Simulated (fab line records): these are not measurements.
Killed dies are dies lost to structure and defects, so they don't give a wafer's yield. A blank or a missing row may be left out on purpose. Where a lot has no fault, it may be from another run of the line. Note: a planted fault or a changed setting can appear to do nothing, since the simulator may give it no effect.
A lot that was struck, set against a sound lot / flow gf180mcu / 14 steps out of a route of 602
Sound: wafers L504.1, L504.2, L504.3. Wafers L514.1, L514.2, L514.4 were the ones struck. The cause is given at the end.
For every step that has rows: the tool of each side, followed by ch and its chambers, followed by its first start. Under that, the readings that differ: sound wafers / struck wafers / difference of the means / sigmas: that difference in standard deviations of wafers without a fault.
alike: same words and numbers on both sides, and readings whose means sit less than 2 such deviations apart. not compared: any withheld reading, any reading some wafer has no value for, any bound like >300 that may hide the same value, and any number with overlapping values for which the record gives no deviation.
A row with sigmas, a row that says differs or no value, or rows on one side alone: a step with any of these is where the two part. Numbers that have no deviation but don't overlap get no sigmas and don't part them. A reading that every wafer of one side lacks parts them only if that side has two wafers or more.

GF_POLY_GATE_OVL_MEAS_11:
  struck on overlay-01, day 12 10:56; sound on overlay-02, day 9 12:35
  alike: POLY_GATE_OVL
GF_POLY_GATE_ETCH_12: etches BARC in N2/H2.
  sound on rieDiel-04 ch 0,2,3, day 9 12:37; struck on rieDiel-01 ch 1,2,3, day 12 10:58
  alike: drypumpMotorCurrentA, oesProductAu, throttleValvePct
GF_POLY_GATE_ETCH_13: etches poly-Si in HBr/Cl2, stops on SiO2, target depth 198.5 nm, time 69.6 s.
  sound on rieSi-01 ch 1,2,3, day 9 12:40; struck on rieSi-01 ch 0,2,3, day 12 11:01
  alike: drypumpMotorCurrentA, oesProductAu, throttleValvePct
  not compared: rfHoursCounterH
GF_POLY_GATE_STRIP_14: strips in O2/N2.
  sound on plasmaAsher-01 ch 0,1, day 9 12:43; struck on plasmaAsher-03 ch 0,1, day 12 11:04
  alike: drypumpMotorCurrentA, heaterPowerW, oesProductAu
  not compared: rfHoursCounterH
then, 2 steps without rows for these wafers: GF_POLY_GATE_CLEAN_15 (cleans in SC1/SC2, time 150 s); GF_POLY_GATE_OXIDATION_16 (stabilise 600 s, purge 300 s, target thk 4 nm).
GF_POLY_GATE_THK_MEAS_17:
  struck on filmMetro-04, day 12 13:29; sound on filmMetro-02, day 9 14:07
  alike: POLY_GATE_OXIDATION_THK
GF_POLY_GATE_CD_MEAS_18:
  struck on cdSem-02, day 12 13:33; sound on cdSem-02, day 9 14:11
  alike: cdNm
then, 4 steps without rows for these wafers: GF_HV_LDD_DEHYDRATE_00 (time 60 s); GF_HV_LDD_HMDS_01 (prime time 60 s); GF_HV_LDD_COAT_02 (resist thk 1000 nm); GF_HV_LDD_SOFTBAKE_03 (time 60 s).
GF_HV_LDD_EXPOSE_04: exposes mask Nplus LV AREA, target cd 400 nm.
  sound on ilineStepper-02 ch 0, day 9 22:36; struck on ilineStepper-01, day 12 23:42
  no value came back on the struck wafers for exposureDoseMJCm2, focusOffsetNm (nm), na, reticleTempC (C); on the sound wafers exposureDoseMJCm2 reads 139.77 139.88 139.88
  alike: mask
following that, these wafers have no rows for 1 step: GF_HV_LDD_PEB_05.

## WHERE THEY PART
At GF_HV_LDD_EXPOSE_04 and nowhere else, as far as this record goes.

WHY: whatever the simulator had introduced
Entire step skipped (ilineStepper-01, GF_HV_LDD_EXPOSE_04), from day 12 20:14 onward. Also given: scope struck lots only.
